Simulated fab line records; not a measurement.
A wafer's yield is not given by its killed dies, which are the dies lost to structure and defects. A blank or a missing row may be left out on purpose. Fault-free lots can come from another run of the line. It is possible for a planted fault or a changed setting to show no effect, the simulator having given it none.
Matching of chambers -- flow sky130 -- 4 sister chambers for SKY_FIELD_ISO_ETCH_17 on rie si-01
The step etches Si in HBr/Cl2/O2, target depth 342 nm, time 97.7 s. 14 wafers are shown with their chamber, then 7 later ones without.

== WAFERS WITH THEIR CHAMBER ==
wafer,chamber,oes product au (a.u.),throttle valve pct (%)
L673.4,0,1.001,25.651
L673.5,3,0.979,25.667
L673.6,2,1.012,25.651
L675.1,0,1.007,25.661
L675.3,2,0.994,25.664
L675.6,0,0.995,25.657
L676.3,1,0.999,25.652
L676.4,0,1.007,25.664
L676.5,0,1.007,25.641
L679.3,1,0.986,25.644
L679.4,2,1.010,25.653
L679.5,2,1.007,25.663
L681.3,0,1.000,25.644
L681.5,1,0.995,25.667

SIGNATURES (averages over the wafers above)
reading,chamber 0,chamber 1,chamber 2,chamber 3,scatter within a chamber
oes product au,1.00283,0.99333,1.00575,0.97900,0.00641
throttle valve pct,25.65300,25.65433,25.65775,25.66700,0.00915
Rule: a wafer lies at a distance from a chamber equal to the root of the sum of squares, over the readings, of (its reading less the chamber's mean, divided by the reading's scatter). The wafer belongs to the nearest chamber; if the next one is less than 2 further off, it can't be placed. The scatter: the root of (the sum of the squares of (reading less its chamber's mean) over the shown wafers, divided by (wafers less chambers)).

== WAFERS WITH NO CHAMBER GIVEN ==
wafer,oes product au (a.u.),throttle valve pct (%)
L681.6,1.005,25.632
L683.1,1.008,25.663
L683.2,0.998,25.644
L683.4,1.002,25.665
L687.1,0.993,25.667
L687.5,1.000,25.646
L687.6,0.982,25.665

== WHICH CHAMBER EACH WENT THROUGH ==
wafer,from the rows above,in truth
L681.6,can't be placed: 0 or 2 or 1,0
L683.1,can't be placed: 2 or 0 or 1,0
L683.2,can't be placed: 0 or 1 or 2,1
L683.4,can't be placed: 2 or 0 or 1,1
L687.1,can't be placed: 1 or 0 or 3 or 2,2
L687.5,can't be placed: 0 or 1 or 2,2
L687.6,can't be placed: 3 or 1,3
Placed correctly: 0 of 7. These rows do not allow placing 7 (true chamber among the candidates in 7). 0 placed wrongly.
